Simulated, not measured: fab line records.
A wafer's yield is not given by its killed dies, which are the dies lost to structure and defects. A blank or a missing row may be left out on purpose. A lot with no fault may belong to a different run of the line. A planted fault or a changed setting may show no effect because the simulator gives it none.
Which tool was responsible? | flow gf180mcu | 13 lots, 39 wafers sampled, at 4 steps of a route of 602

## WHAT THE GAUGES READ, wafer by wafer
GF_TOP_METAL_THK_MEAS_06: measures by xrf. Usual: TOP_METAL_ALCU_THK 868 nm, standard deviation 15.
lot  | measured     | on            | TOP_METAL_ALCU_THK (nm) | flag
L714 | day 27 07:29 | film metro-02 | 885 901 884             |
L715 | day 27 16:52 | film metro-01 | 869 868 864             |
L716 | day 27 19:27 | film metro-01 | 874 865 884             |
L721 | day 29 13:32 | film metro-03 | 881 883 867             |
L722 | day 29 16:07 | film metro-01 | 873 857 865             |
L730 | day 32 00:11 | film metro-03 | 866 870 863             |
L731 | day 32 04:23 | film metro-03 | 890 879 884             |
L732 | day 32 09:13 | film metro-03 | 895 891 885             |
L733 | day 32 16:44 | film metro-01 | 823 855 824             |
L734 | day 32 22:56 | film metro-03 | 902 891 885             |
L735 | day 33 09:27 | film metro-02 | 870 851 854             |
L736 | day 33 10:07 | film metro-02 | 874 872 882             |
L737 | day 33 14:19 | film metro-02 | 866 867 868             |

## WHICH TOOL RAN EACH LOT (tool, then ch and the chambers of the sampled wafers, then the start)
lot  | GF_V5_ETCH_17                                 | GF_V5_SPUTTER_21             | GF_V5_CMP_26
L714 | rie diel-01 ch 1,2,3, day 27 06:27 or earlier | pvd sputter-02, day 27 06:27 | cmp-02 ch 0,2,3, day 27 06:50
L715 | rie diel-03 ch 0,3, day 27 15:50 or earlier   | pvd sputter-04, day 27 15:50 | cmp-01 ch 1,2, day 27 16:16
L716 | rie diel-04 ch 2,3, day 27 18:25 or earlier   | pvd sputter-01, day 27 18:25 | cmp-01 ch 1,2, day 27 18:52
L721 | rie diel-04 ch 0,2,3, day 29 12:29 or earlier | pvd sputter-04, day 29 12:29 | cmp-01 ch 1,2,3, day 29 12:53
L722 | rie diel-04 ch 0,3, day 29 15:05 or earlier   | pvd sputter-02, day 29 15:05 | cmp-01 ch 1,2, day 29 15:28
L730 | rie diel-04 ch 1,3, day 31 23:09 or earlier   | pvd sputter-02, day 31 23:09 | cmp-02 ch 0,2,3, day 31 23:35
L731 | rie diel-01 ch 0,1,3, day 32 02:55 or earlier | pvd sputter-02, day 32 02:55 | cmp-02 ch 0,1,2, day 32 03:45
L732 | rie diel-01 ch 0,1,3, day 32 08:11 or earlier | pvd sputter-04, day 32 08:11 | cmp-02 ch 0,3, day 32 08:34
L733 | rie diel-03 ch 2,3, day 32 15:41 or earlier   | pvd sputter-04, day 32 15:41 | cmp-01 ch 0,1,2, day 32 16:05
L734 | rie diel-01 ch 0,1,3, day 32 21:54 or earlier | pvd sputter-04, day 32 21:54 | cmp-02 ch 2,3, day 32 22:17
L735 | rie diel-03 ch 1,3, day 33 08:11 or earlier   | pvd sputter-04, day 33 08:11 | cmp-02 ch 1,2, day 33 08:47
L736 | rie diel-03 ch 0,1,2, day 33 09:05 or earlier | pvd sputter-01, day 33 09:05 | cmp-02 ch 1,2,3, day 33 09:29
L737 | rie diel-04 ch 2,3, day 33 13:11 or earlier   | pvd sputter-01, day 33 13:11 | cmp-02 ch 2,3, day 33 13:41
- GF_V5_ETCH_17: etches SiO2 in C4F8/O2/Ar, stops on TiN, target depth 855 nm.
- GF_V5_SPUTTER_21: material Ti, target thk 15 nm, time 80.02 s.
- GF_V5_CMP_26: polishes, stops on SiO2, t overpolish 15 s, target thk 0 nm.

## WHAT THE TOOLS THEMSELVES READ (means of the sampled wafers that have a number; where no wafer has one, the mark that the record gives instead)
GF_V5_ETCH_17. Usual: oes product au at 0.860 a.u., with a standard deviation of 0.0047.
lot  | tool        | oes product au (a.u.) | flag
L714 | rie diel-01 | 0.857                 |
L715 | rie diel-03 | 0.859                 |
L716 | rie diel-04 | 0.859                 |
L721 | rie diel-04 | 0.861                 |
L722 | rie diel-04 | 0.856                 |
L730 | rie diel-04 | 0.867                 |
L731 | rie diel-01 | 0.859                 |
L732 | rie diel-01 | 0.855                 |
L733 | rie diel-03 | 0.859                 |
L734 | rie diel-01 | 0.858                 |
L735 | rie diel-03 | 0.857                 |
L736 | rie diel-03 | 0.855                 |
L737 | rie diel-04 | 0.858                 |

GF_V5_SPUTTER_21. Usual: cathode dc power W 2500.1 W, standard deviation 0.4; throttle valve pct 29.9 %, standard deviation 1.3.
lot  | tool           | cathode dc power W (W) | throttle valve pct (%) | flag
L714 | pvd sputter-02 | 2500.0                 | 28.9                   |
L715 | pvd sputter-04 | 2500.0                 | 30.7                   |
L716 | pvd sputter-01 | 2499.9                 | 29.7                   |
L721 | pvd sputter-04 | 2500.1                 | 31.0                   |
L722 | pvd sputter-02 | 2499.8                 | 30.2                   |
L730 | pvd sputter-02 | 2499.8                 | 29.5                   |
L731 | pvd sputter-02 | 2500.0                 | 29.7                   |
L732 | pvd sputter-04 | 2499.9                 | 31.2                   |
L733 | pvd sputter-04 | 2500.2                 | 29.5                   |
L734 | pvd sputter-04 | 2500.3                 | 30.6                   |
L735 | pvd sputter-04 | 2500.2                 | 30.7                   |
L736 | pvd sputter-01 | 2499.7                 | 30.2                   |
L737 | pvd sputter-01 | 2499.8                 | 29.7                   |

GF_V5_CMP_26. Usual: motor current A 10.9 A, standard deviation 1.8; overpolish run s 15.001 s, standard deviation 0.0087; platen rpm 60.00 rpm, standard deviation 0.034; slurry flow ml min 150.0, standard deviation 0.43; time to endpoint s 83 s, standard deviation 4.4.
lot  | tool   | motor current A (A) | overpolish run s (s) | platen rpm (rpm) | slurry flow ml min | time to endpoint s (s) | flag
L714 | cmp-02 | 10.8                | 15.003               | 59.98            | 150.2              | 80                     |
L715 | cmp-01 | 10.6                | 15.001               | 59.99            | 150.0              | 84                     |
L716 | cmp-01 | 10.2                | 14.997               | 60.01            | 150.0              | 83                     |
L721 | cmp-01 | 10.3                | 14.607               | 59.97            | 150.0              | 84                     | OFF
L722 | cmp-01 | 11.1                | 14.620               | 59.99            | 150.0              | 82                     | OFF
L730 | cmp-02 | 10.8                | 14.999               | 60.02            | 150.6              | 79                     |
L731 | cmp-02 | 12.6                | 14.998               | 60.00            | 149.8              | 85                     |
L732 | cmp-02 | 10.9                | 14.998               | 60.00            | 149.6              | 76                     |
L733 | cmp-01 | 9.9                 | 15.000               | 59.99            | 150.0              | 87                     |
L734 | cmp-02 | 10.0                | 14.992               | 60.00            | 150.1              | 84                     |
L735 | cmp-02 | 12.6                | 14.996               | 60.05            | 150.3              | 82                     |
L736 | cmp-02 | 12.1                | 15.004               | 59.98            | 150.2              | 83                     |
L737 | cmp-02 | 11.2                | 14.993               | 60.02            | 149.9              | 80                     |

## THE ANSWER, worked out from the rows above alone
Rule: a lot is off if the mean of its wafers that have a number lies more than 3 standard deviations from the usual mean. Also off: a lot with no number at a reading for which 4 or more lots have one. Any other lot the step has rows for is counted as sound. First the gauges in route order, then the tools' own readings, where a lot's mean is used as printed above. The first step at which some lot is off is used, and at that step the reading that is off furthest; a lot without a number counts as furthest.
Off: L721, L722, at GF_V5_CMP_26 (overpolish run s).
A tool fits if, at that step or a process step before it, it ran every lot that is off, and no sound lot after the first of them. With no start given for some of its lots, GF_V5_ETCH_17 uses the hours and lot order of GF_V5_SPUTTER_21. None of those tried fits.

## WHAT WAS PUT IN BY THE SIMULATOR
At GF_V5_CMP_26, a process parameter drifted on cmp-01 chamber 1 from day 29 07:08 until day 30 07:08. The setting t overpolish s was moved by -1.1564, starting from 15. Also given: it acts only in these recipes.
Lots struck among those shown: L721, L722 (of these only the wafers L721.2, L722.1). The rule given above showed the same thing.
